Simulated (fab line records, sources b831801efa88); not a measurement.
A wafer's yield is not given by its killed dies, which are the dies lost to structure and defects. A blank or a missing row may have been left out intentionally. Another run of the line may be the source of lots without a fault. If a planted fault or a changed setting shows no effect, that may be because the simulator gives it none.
Split-lot experiment / flow sky130 / route with 708 steps; 5 lots, 23 wafers read

## ABOUT THE SPLIT
At SKY_SONOS_ONO_CVD_02 (deposits Si3N4 from DCS/NH3, target thk 10.5 nm, time 180 s), the setting time-s was moved away from the recipe's 180 s on 20 of the 23 wafers read, by -8.9% to +9.8%. For the rest of the wafers, this setting stayed at what the recipe calls for.

Between the split and the reading, the file records no step.

## THE READING
Values of SONOS_ONO_CVD_02_THK in nm from SKY_SONOS_ONO_THK_MEAS_03. On this fab line, fault-free wafers typically give 10.37 nm with a standard deviation of 0.15 nm.

wafer=L076.2; tool, chamber at the split=lpcvd-02, 0; time-s as run, s=180; against the recipe=recipe; SONOS_ONO_CVD_02_THK, nm=10.37; against lot-mates on the recipe=-
wafer=L076.4; tool, chamber at the split=lpcvd-02, 0; time-s as run, s=180; against the recipe=recipe; SONOS_ONO_CVD_02_THK, nm=10.42; against lot-mates on the recipe=-
wafer=L076.5; tool, chamber at the split=lpcvd-02, 0; time-s as run, s=180; against the recipe=recipe; SONOS_ONO_CVD_02_THK, nm=10.41; against lot-mates on the recipe=-
wafer=L077.1; tool, chamber at the split=-, -; time-s as run, s=197.7; against the recipe=+9.8%; SONOS_ONO_CVD_02_THK, nm=11.30; against lot-mates on the recipe=no lot-mate on the recipe
wafer=L077.2; tool, chamber at the split=-, -; time-s as run, s=197.7; against the recipe=+9.8%; SONOS_ONO_CVD_02_THK, nm=11.35; against lot-mates on the recipe=no lot-mate on the recipe
wafer=L077.4; tool, chamber at the split=-, -; time-s as run, s=197.7; against the recipe=+9.8%; SONOS_ONO_CVD_02_THK, nm=11.23; against lot-mates on the recipe=no lot-mate on the recipe
wafer=L077.5; tool, chamber at the split=-, -; time-s as run, s=197.7; against the recipe=+9.8%; SONOS_ONO_CVD_02_THK, nm=11.35; against lot-mates on the recipe=no lot-mate on the recipe
wafer=L077.6; tool, chamber at the split=-, -; time-s as run, s=197.7; against the recipe=+9.8%; SONOS_ONO_CVD_02_THK, nm=11.43; against lot-mates on the recipe=no lot-mate on the recipe
wafer=L082.1; tool, chamber at the split=-, -; time-s as run, s=196.5; against the recipe=+9.2%; SONOS_ONO_CVD_02_THK, nm=11.54; against lot-mates on the recipe=no lot-mate on the recipe
wafer=L082.2; tool, chamber at the split=-, -; time-s as run, s=196.5; against the recipe=+9.2%; SONOS_ONO_CVD_02_THK, nm=11.50; against lot-mates on the recipe=no lot-mate on the recipe
wafer=L082.3; tool, chamber at the split=-, -; time-s as run, s=196.5; against the recipe=+9.2%; SONOS_ONO_CVD_02_THK, nm=11.61; against lot-mates on the recipe=no lot-mate on the recipe
wafer=L082.4; tool, chamber at the split=-, -; time-s as run, s=196.5; against the recipe=+9.2%; SONOS_ONO_CVD_02_THK, nm=11.49; against lot-mates on the recipe=no lot-mate on the recipe
wafer=L082.6; tool, chamber at the split=-, -; time-s as run, s=196.5; against the recipe=+9.2%; SONOS_ONO_CVD_02_THK, nm=11.59; against lot-mates on the recipe=no lot-mate on the recipe
wafer=L083.1; tool, chamber at the split=-, -; time-s as run, s=194.4; against the recipe=+8.0%; SONOS_ONO_CVD_02_THK, nm=11.11; against lot-mates on the recipe=no lot-mate on the recipe
wafer=L083.2; tool, chamber at the split=-, -; time-s as run, s=194.4; against the recipe=+8.0%; SONOS_ONO_CVD_02_THK, nm=11.03; against lot-mates on the recipe=no lot-mate on the recipe
wafer=L083.3; tool, chamber at the split=-, -; time-s as run, s=194.4; against the recipe=+8.0%; SONOS_ONO_CVD_02_THK, nm=10.99; against lot-mates on the recipe=no lot-mate on the recipe
wafer=L083.4; tool, chamber at the split=-, -; time-s as run, s=194.4; against the recipe=+8.0%; SONOS_ONO_CVD_02_THK, nm=10.98; against lot-mates on the recipe=no lot-mate on the recipe
wafer=L083.6; tool, chamber at the split=-, -; time-s as run, s=194.4; against the recipe=+8.0%; SONOS_ONO_CVD_02_THK, nm=11.01; against lot-mates on the recipe=no lot-mate on the recipe
wafer=L084.1; tool, chamber at the split=-, -; time-s as run, s=163.9; against the recipe=-8.9%; SONOS_ONO_CVD_02_THK, nm=9.23; against lot-mates on the recipe=no lot-mate on the recipe
wafer=L084.2; tool, chamber at the split=-, -; time-s as run, s=163.9; against the recipe=-8.9%; SONOS_ONO_CVD_02_THK, nm=9.26; against lot-mates on the recipe=no lot-mate on the recipe
wafer=L084.3; tool, chamber at the split=-, -; time-s as run, s=163.9; against the recipe=-8.9%; SONOS_ONO_CVD_02_THK, nm=9.38; against lot-mates on the recipe=no lot-mate on the recipe
wafer=L084.5; tool, chamber at the split=-, -; time-s as run, s=163.9; against the recipe=-8.9%; SONOS_ONO_CVD_02_THK, nm=9.35; against lot-mates on the recipe=no lot-mate on the recipe
wafer=L084.6; tool, chamber at the split=-, -; time-s as run, s=163.9; against the recipe=-8.9%; SONOS_ONO_CVD_02_THK, nm=9.26; against lot-mates on the recipe=no lot-mate on the recipe

THE FIT
A straight line over all 23 wafers: SONOS_ONO_CVD_02_THK changes by +0.111 nm for each +1% of time-s; r = +0.98; the points scatter about the line by 0.15 nm.
Too few moved wafers with a lot-mate on the recipe to fit a line net of each lot's own level.

## THE WHOLE CHAIN: every reading that the file lists as answering this split, in the file's order
step=SKY_SONOS_ONO_CVD_02; what it does=deposits Si3N4 from DCS/NH3, target thk 10.5 nm, time 180 s; reading=Si3N4_of_SONOS_ONO_CVD_02.thk-nm (the simulator's own value, which no gauge read); change (the file's fit)=+0.111 nm for each +1% of the setting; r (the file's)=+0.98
step=SKY_SONOS_ONO_THK_MEAS_03; what it does=; reading=SONOS_ONO_CVD_02_THK; change (the file's fit)=+0.111 for each +1% of the setting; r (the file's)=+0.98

## FILE'S OWN FIT
SONOS_ONO_CVD_02_THK changes by +0.111 nm for each +1% of time-s, r = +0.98.
